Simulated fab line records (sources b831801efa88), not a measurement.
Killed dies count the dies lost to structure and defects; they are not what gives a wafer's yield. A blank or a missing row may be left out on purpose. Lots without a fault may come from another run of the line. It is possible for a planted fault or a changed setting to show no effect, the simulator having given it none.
fab line records	flow sky130
[record] lots = 6	wafers = 18	last-day = 50
route steps=708 shown POLY_CUT@310 SD_P@320
lots that met no fault: taken from a fault-free run of the same line
start-h: hours from the record's opening day to when the first of the lot's shown wafers began	wait-h: hours from the lot's prior step to this one	" the same as in the row above	L1.1+2: one row covering several wafers at once	- no value, or no start was given	* or withheld: withheld	< > ~ a bound
route shown NAME@n: names a module that has steps shown in the file, with the first one's number in the route	usual: mean/standard deviation taken from wafers without a fault	same: alike in all rows	chamber/n: place in a boat	sites: readings site by site	_std_site: standard deviation of those values	_edge_site: outer sites' mean less inner sites'	radius-mm: how far each site lies from the wafer's centre	mask NAME#n: copy n	behind: tool/chamber where the wafer was last shaped	hold: why the lot was held/for how many hours/how that ended	device: whichever transistor did not switch (one of n, p or np)	end of line: the route-end tests of the same wafers	a step given without rows: its recipe and nothing more	killed: dies that structure and defects cost at the first sort, which is not the same as the wafer's yield	map: the dies of a wafer, with x for killed, . for not killed, _ for no die there
set.NAME: the setting as run; set.NAME@STEP: as run at that earlier step	model.NAME: the simulator's own value behind a step, which no gauge read
a table for each step, a row for each wafer; lots at some steps of the route
services: from which hour (start-h, from the record's first day; less than 0 if before it) a tool's chamber was out of use, for how many hours, and why
[[steps]]
[step SKY_POLY_CUT_COAT_03]
[recipe] resist = KrF-thick	spin-rpm = 3000	resist-thk-nm = 450
[step SKY_POLY_CUT_SOFTBAKE_04]
[recipe] temp-c = 100	time-s = 90	resist = KrF-thick
[step SKY_POLY_CUT_EXPOSE_05]
[recipe] mask-id = NPCM	na = 0.8	source-shape = annular	sigma-inner = 0.55	sigma-outer = 0.85	target-cd-nm = 270	dose-mj = 32
[step SKY_POLY_CUT_PEB_06]
[recipe] peb-temp-c = withheld	peb-time-s = withheld	resist = KrF-thick
[step SKY_POLY_CUT_DEVELOP_07]
[recipe] develop-time-s = 60	resist = KrF-thick	dev-temp-c = 21
[step SKY_POLY_CUT_CD_MEAS_08]
[recipe] target-cd-nm = 270
[usual] cd-nm = 270.4/1.3
lot.wafer	tool	chamber	start-h	wait-h	cd-nm
L843.1	cd-sem-01	-	593.69	-	271.5
L843.4	"	-	"	"	270.2
L843.6	"	-	"	"	268.8
L846.1	cd-sem-01	-	607.87	-	268.7
L846.5	"	-	"	"	270.6
L846.6	"	-	"	"	271.0
L851.1	cd-sem-01	-	651.50	-	272.0
L851.2	"	-	"	"	272.2
L851.6	"	-	"	"	270.7
L855.2	cd-sem-02	-	679.24	-	268.9
L855.5	"	-	"	"	268.7
L855.6	"	-	"	"	268.8
L857.3	cd-sem-01	-	692.59	-	272.5
L857.5	"	-	"	"	274.0
L857.6	"	-	"	"	272.3
L863.2	cd-sem-02	-	739.24	-	269.3
L863.4	"	-	"	"	268.5
L863.6	"	-	"	"	270.2
[step SKY_POLY_CUT_OVL_MEAS_09]
[usual] POLY_CUT_OVL = -5/5.7
lot.wafer	tool	chamber	start-h	wait-h	POLY_CUT_OVL[nm]
L843.1	overlay-02	-	593.81	0.1	1
L843.4	"	-	"	"	3
L843.6	"	-	"	"	-1
L846.1	overlay-01	-	607.99	0.1	-4
L846.5	"	-	"	"	-1
L846.6	"	-	"	"	-10
L851.1	overlay-01	-	651.62	0.1	-10
L851.2	"	-	"	"	1
L851.6	"	-	"	"	4
L855.2	overlay-02	-	679.35	0.1	3
L855.5	"	-	"	"	-2
L855.6	"	-	"	"	2
L857.3	overlay-02	-	692.69	0.1	-2
L857.5	"	-	"	"	0
L857.6	"	-	"	"	-5
L863.2	overlay-01	-	739.35	0.1	0
L863.4	"	-	"	"	-5
L863.6	"	-	"	"	-7
[step SKY_POLY_CUT_ETCH_10]
[recipe] chemistry = N2/H2	target = BARC	ion-energy-ev = 200	source-w = 500	bias-w = 100	pressure-mtorr = 30	n2-flow-sccm = 100	h2-flow-sccm = 200	stop-on = SiO2	time-s = 45.9	target-depth-a = 600
[usual] drypump-motor-current-A = 5.65/0.29	oes-product-au = 0.856/0.0047	rf-fwd-power-W = 495.2/2.4	throttle-valve-pct = 13.224/0.0092
lot.wafer	tool	chamber	start-h	wait-h	drypump-motor-current-A	oes-product-au	rf-fwd-power-W	rf-hours-counter-h	throttle-valve-pct
L843.1	rie-diel-01	1	593.85	0.0	5.58	0.859	496.2	13	13.224
L843.4	"	0	"	"	5.85	0.856	491.7	12	13.223
L843.6	"	3	"	"	5.41	0.857	495.6	-	13.222
L846.1	rie-diel-01	2	608.03	0.0	6.24	0.852	497.0	11	13.232
L846.5	"	1	"	"	5.55	0.856	496.9	-	13.230
L846.6	"	0	"	"	5.83	0.855	493.2	-	13.214
L851.1	rie-diel-04	1	651.66	0.0	5.19	0.859	492.5	20	13.227
L851.2	"	2	"	"	5.81	0.855	493.8	2	13.234
L851.6	"	3	"	"	5.44	0.861	497.4	-	13.233
L855.2	rie-diel-01	1	679.38	0.0	5.59	0.853	499.6	15	13.206
L855.5	"	1	"	"	5.57	0.857	499.4	-	13.213
L855.6	"	2	"	"	6.25	0.850	492.5	-	13.240
L857.3	rie-diel-02	2	692.71	0.0	5.41	0.868	495.9	26	13.218
L857.5	"	1	"	"	5.64	0.855	493.7	-	13.226
L857.6	"	2	"	"	5.42	0.854	496.3	-	13.235
L863.2	rie-diel-01	2	739.38	0.0	6.25	0.850	493.4	13	13.233
L863.4	"	1	"	"	5.60	0.847	495.9	17	13.227
L863.6	"	2	"	"	6.24	0.859	492.9	-	13.232
[step SKY_POLY_CUT_ETCH_11]
[recipe] target = Si3N4	chemistry = CF4/CH2F2/Ar	stop-on = poly-Si	source-w = 600	bias-w = 150	pressure-mtorr = 40	cf4-flow-sccm = 40	ch2f2-flow-sccm = 20	Ar_flow_sccm = 150	time-s = 42.5	target-depth-a = 600
[usual] drypump-motor-current-A = 5.64/0.29	oes-product-au = 0.831/0.0067	rf-fwd-power-W = 593.7/2.8	throttle-valve-pct = 14.995/0.0091
lot.wafer	tool	chamber	start-h	wait-h	drypump-motor-current-A	oes-product-au	rf-fwd-power-W	rf-hours-counter-h	throttle-valve-pct
L843.1	rie-diel-01	1	593.89	0.0	5.60	0.834	598.7	13	15.004
L843.4	"	0	"	"	5.83	0.835	589.8	12	15.012
L843.6	"	3	"	"	5.43	0.829	596.4	-	15.005
L846.1	rie-diel-01	2	608.07	0.0	6.25	0.835	596.0	11	15.007
L846.5	"	1	"	"	5.59	0.823	593.5	-	15.011
L846.6	"	0	"	"	5.80	0.831	592.2	-	14.999
L851.1	rie-diel-04	1	651.70	0.0	5.20	0.827	589.7	20	14.987
L851.2	"	2	"	"	5.79	0.837	597.5	2	14.987
L851.6	"	3	"	"	5.45	0.832	597.0	-	15.003
L855.2	rie-diel-01	1	679.42	0.0	5.56	0.833	599.2	15	14.986
L855.5	"	1	"	"	5.54	0.838	594.4	-	14.997
L855.6	"	2	"	"	6.24	0.829	589.2	-	15.002
L857.3	rie-diel-02	2	692.75	0.0	5.44	0.819	593.7	26	14.984
L857.5	"	1	"	"	5.62	0.828	594.7	-	15.001
L857.6	"	2	"	"	5.43	0.833	591.8	-	14.968
L863.2	rie-diel-01	2	739.42	0.0	6.25	0.817	588.7	13	15.000
L863.4	"	1	"	"	5.58	0.826	599.5	17	14.995
L863.6	"	2	"	"	6.24	0.820	590.3	-	15.000
[step SKY_POLY_CUT_STRIP_12]
[recipe] chemistry = O2/N2	power-w = 1400	pressure-mtorr = 1500	platen-temp-c = withheld	o2-flow-sccm = 3000	n2-flow-sccm = 300	overash-fraction = 0.5
[usual] drypump-motor-current-A = 5.7/0.36	oes-product-au = 0.452/0.0044	strip-time-to-endpoint-s = 5.356/0.016
lot.wafer	tool	chamber	start-h	wait-h	drypump-motor-current-A	oes-product-au	rf-hours-counter-h	strip-time-to-endpoint-s
L843.1	plasma-asher-04	0	593.93	0.0	6.3	0.458	89	5.328
L843.4	"	0	"	"	6.3	0.447	-	5.345
L843.6	"	1	"	"	5.2	0.449	-	5.368
L846.1	plasma-asher-02	0	608.11	0.0	5.7	0.454	17	5.331
L846.5	"	1	"	"	6.1	0.447	-	5.333
L846.6	"	0	"	"	5.7	0.457	-	5.345
L851.1	plasma-asher-02	1	651.74	0.0	6.0	0.451	21	5.369
L851.2	"	0	"	"	5.7	0.449	21	5.359
L851.6	"	0	"	"	5.7	0.460	-	5.376
L855.2	plasma-asher-01	1	679.46	0.0	5.7	0.452	55	5.345
L855.5	"	1	"	"	5.7	0.451	-	5.369
L855.6	"	0	"	"	5.2	0.456	-	5.349
L857.3	plasma-asher-02	1	692.83	0.1	6.1	0.445	-	5.356
L857.5	"	1	"	"	6.1	0.460	-	5.356
L857.6	"	0	"	"	5.7	0.448	-	5.361
L863.2	plasma-asher-01	1	739.46	0.0	5.7	0.453	62	5.355
L863.4	"	1	"	"	5.6	0.451	-	5.366
L863.6	"	0	"	"	5.2	0.452	-	5.343
[step SKY_SD_P_DEHYDRATE_00]
[recipe] temp-c = 200	time-s = 60
[step SKY_SD_P_HMDS_01]
[recipe] prime-time-s = 60	prime-temp-c = 120
[step SKY_SD_P_COAT_02]
[recipe] resist = NOVOLAK	spin-rpm = 3000	resist-thk-nm = 1140
lot.wafer	tool	chamber	start-h	wait-h	model.NOVOLAK_of_SD_P_COAT_02.thk-nm
L843.1	litho-track-04	0	608.17	0.1	1139
L843.4	"	0	"	"	1138
L843.6	"	0	"	"	1136
L846.1	litho-track-04	0	622.92	0.1	1141
L846.5	"	0	"	"	1145
L846.6	"	0	"	"	1142
L851.1	litho-track-03	0	666.11	0.1	1138
L851.2	"	0	"	"	1144
L851.6	"	0	"	"	1143
L855.2	litho-track-04	0	693.05	0.1	1143
L855.5	"	0	"	"	700.1
L855.6	"	0	"	"	1145
L857.3	litho-track-04	0	706.27	0.1	1143
L857.5	"	0	"	"	698.5
L857.6	"	0	"	"	1142
L863.2	litho-track-03	0	753.19	0.1	1142
L863.4	"	0	"	"	1138
L863.6	"	0	"	"	1140
[step SKY_SD_P_SOFTBAKE_03]
[recipe] temp-c = 90	time-s = 60	resist = NOVOLAK
[step SKY_SD_P_EXPOSE_04]
[recipe] mask-id = PSDM	na = 0.6	source-shape = conventional	sigma-outer = 0.6	polarization = unpolarized	target-cd-nm = 380	dose-mj = 138
[step SKY_SD_P_PEB_05]
[recipe] temp-c = withheld	time-s = *	resist = NOVOLAK
[step SKY_SD_P_DEVELOP_06]
[recipe] resist = NOVOLAK	developer = TMAH	develop-time-s = 60	dev-temp-c = 23
lot.wafer	tool	chamber	start-h	wait-h	model.NOVOLAK_of_SD_P_COAT_02.thk-nm
L843.1	litho-track-03	0	623.21	0.1	1139
L843.4	"	0	"	"	1138
L843.6	"	0	"	"	1135
L846.1	litho-track-04	0	637.72	0.1	1141
L846.5	"	0	"	"	1144
L846.6	"	0	"	"	1142
L851.1	litho-track-04	0	680.27	0.1	1138
L851.2+6	"	0	"	"	1143
L855.2	litho-track-03	0	707.44	0.1	1143
L855.5	"	0	"	"	699.7
L855.6	"	0	"	"	1145
L857.3	litho-track-03	0	720.26	0.1	1143
L857.5	"	0	"	"	698.1
L857.6	"	0	"	"	1142
L863.2	litho-track-04	0	766.30	0.1	1142
L863.4	"	0	"	"	1138
L863.6	"	0	"	"	1140
[step SKY_SD_P_CD_MEAS_07]
[recipe] target-cd-nm = 380
[usual] cd-nm = 380.4/2.7
lot.wafer	tool	chamber	start-h	wait-h	cd-nm
L843.1	cd-sem-01	-	623.36	0.1	381.3
L843.4	"	-	"	"	381.2
L843.6	"	-	"	"	381.1
L846.1	cd-sem-01	-	637.87	0.1	381.8
L846.5	"	-	"	"	378.3
L846.6	"	-	"	"	378.3
L851.1	cd-sem-02	-	680.42	0.1	380.2
L851.2	"	-	"	"	377.8
L851.6	"	-	"	"	379.3
L855.2	cd-sem-01	-	707.58	0.1	383.9
L855.5	"	-	"	"	433.2
L855.6	"	-	"	"	379.4
L857.3	cd-sem-02	-	720.40	0.1	377.1
L857.5	"	-	"	"	430.1
L857.6	"	-	"	"	377.0
L863.2	cd-sem-01	-	766.44	0.1	382.1
L863.4	"	-	"	"	384.0
L863.6	"	-	"	"	383.4
[step SKY_SD_P_OVL_MEAS_08]
[usual] SD_P_OVL = 0.2/1.5
lot.wafer	tool	chamber	start-h	wait-h	SD_P_OVL[nm]
L843.1	overlay-01	-	623.48	0.1	-2.0
L843.4	"	-	"	"	-0.1
L843.6	"	-	"	"	-1.4
L846.1	overlay-01	-	637.99	0.1	-1.3
L846.5	"	-	"	"	1.0
L846.6	"	-	"	"	1.8
L851.1	overlay-02	-	680.54	0.1	0.7
L851.2	"	-	"	"	-0.1
L851.6	"	-	"	"	0.1
L855.2	overlay-02	-	707.69	0.1	0.0
L855.5	"	-	"	"	-0.4
L855.6	"	-	"	"	0.5
L857.3	overlay-02	-	720.49	0.1	1.8
L857.5	"	-	"	"	-0.7
L857.6	"	-	"	"	0.4
L863.2	overlay-02	-	766.55	0.1	0.5
L863.4	"	-	"	"	1.2
L863.6	"	-	"	"	1.0
[step SKY_SD_P_IMPLANT_09]
[recipe] species = BF2	energy-kev = 20	dose-cm2 = 3e+15	tilt-deg = 0
[step SKY_SD_P_STRIP_10]
[recipe] chemistry = O2/N2	power-w = 1400	pressure-mtorr = 1500	platen-temp-c = withheld	o2-flow-sccm = 3000	n2-flow-sccm = 300	overash-fraction = 0.5
[usual] drypump-motor-current-A = 6.0/0.47	oes-product-au = 0.617/0.0042	strip-time-to-endpoint-s = 17.51/0.039
lot.wafer	tool	chamber	start-h	wait-h	drypump-motor-current-A	oes-product-au	rf-hours-counter-h	strip-time-to-endpoint-s
L843.1	plasma-asher-03	0	623.67	0.1	6.3	0.620	80	17.48
L843.4	"	1	"	"	6.5	0.618	-	17.46
L843.6	"	1	"	"	6.5	0.622	-	17.46
L846.1	plasma-asher-04	0	638.18	0.1	6.3	0.621	94	17.50
L846.5	"	0	"	"	6.3	0.617	-	17.55
L846.6	"	1	"	"	5.2	0.610	-	17.50
L851.1	plasma-asher-03	0	680.73	0.1	6.2	0.617	85	17.46
L851.2	"	1	"	"	6.5	0.620	85	17.52
L851.6	"	1	"	"	6.5	0.611	-	17.52
L855.2	plasma-asher-03	1	707.87	0.1	6.5	0.620	89	17.52
L855.5	"	0	"	"	6.3	0.578	-	12.47
L855.6	"	1	"	"	6.5	0.617	-	17.56
L857.3	plasma-asher-02	0	720.70	0.1	5.7	0.616	-	17.52
L857.5	"	1	"	"	6.1	0.580	-	12.45
L857.6	"	0	"	"	5.7	0.615	-	17.51
L863.2	plasma-asher-02	0	766.73	0.1	5.7	0.616	34	17.53
L863.4	"	0	"	"	5.7	0.616	-	17.47
L863.6	"	0	"	"	5.7	0.611	-	17.50
[step SKY_SD_P_TW_MEAS_11]
[usual] SD_P_TW = 2832/43
lot.wafer	tool	chamber	start-h	wait-h	SD_P_TW
L843.1	film-metro-01	-	623.77	0.1	2775
L843.4	"	-	"	"	2784
L843.6	"	-	"	"	2796
L846.1	film-metro-01	-	638.28	0.1	2766
L846.5	"	-	"	"	2771
L846.6	"	-	"	"	2765
L851.1	film-metro-04	-	680.83	0.1	2891
L851.2	"	-	"	"	2873
L851.6	"	-	"	"	2868
L855.2	film-metro-01	-	707.98	0.1	2752
L855.5	"	-	"	"	2763
L855.6	"	-	"	"	2770
L857.3	film-metro-02	-	720.79	0.1	2834
L857.5	"	-	"	"	2842
L857.6	"	-	"	"	2852
L863.2	film-metro-02	-	766.84	0.1	2845
L863.4	"	-	"	"	2842
L863.6	"	-	"	"	2832
[[services]]
tool	chamber	start-h	hours	kind
rie-diel-01	1	584.99	3.8	repair
rie-diel-02	3	611.09	8.0	repair
plasma-asher-01	-	622.72	1.8	repair
plasma-asher-04	-	659.00	1.8	repair
rie-diel-04	1	673.00	5.7	repair
rie-diel-02	2	676.58	5.3	repair
litho-track-04	-	677.50	-	consumable-replace:filter
rie-diel-01	0	678.41	5.6	repair
rie-diel-02	-	682.94	0.3	repair
plasma-asher-04	-	683.71	37.8	repair
rie-diel-02	0	684.18	5.1	repair
rie-diel-01	2	687.01	23.9	repair
rie-diel-02	0	689.32	5.4	repair
rie-diel-01	3	712.49	-	clean
rie-diel-01	3	712.49	11.9	scheduled-down
rie-diel-01	3	712.49	11.9	vent-cycle
plasma-asher-04	-	733.75	9.0	pm
plasma-asher-04	0	733.75	9.0	vent-cycle
plasma-asher-04	1	733.75	9.0	vent-cycle
plasma-asher-04	0	742.75	-	clean
plasma-asher-01	-	755.24	1.5	repair
rie-diel-04	2	756.16	1.8	repair
rie-diel-04	-	757.58	0.4	repair
rie-diel-02	3	761.87	1.3	repair
[[key]]
[first-sign] step = SKY_SD_P_CD_MEAS_07	reading = cd-nm	direction = up	sigmas = 19	usual = 380.4	struck = 431.6
[effect] step = SKY_SD_P_STRIP_10	reading = strip-time-to-endpoint-s	direction = down	sigmas = 99+	usual = *	struck = *
[model-effect] step = SKY_SD_P_COAT_02	value = NOVOLAK_of_SD_P_COAT_02.thk-nm	without = 1142	struck = 699.3
[model-effect] step = SKY_SD_P_DEVELOP_06	value = NOVOLAK_of_SD_P_COAT_02.thk-nm	without = 1142	struck = 698.9
met-at SKY_SD_P_COAT_02
struck-wafers L855.5,L857.5
tester-left-out L855,L857
onset-between 622.92 693.05
[fault] kind = process-parameter-drift	tool = litho-track-04	chamber = -	onset-h = 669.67	steps = SKY_SD_P_COAT_02	channel = resist-thk-nm	offset = -442.12	shape = step	end-h = 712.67	scope = struck-wafers-only	acts-in = these-recipes-only	stated = 1140
// tester-left-out: of these lots the tester's yield and bins aren't shown, on N5 and GAA mostly nor the transistor test; their killed dies are dies lost to structure and defects alone, not to doping, threshold or leakage, so they don't give the yield
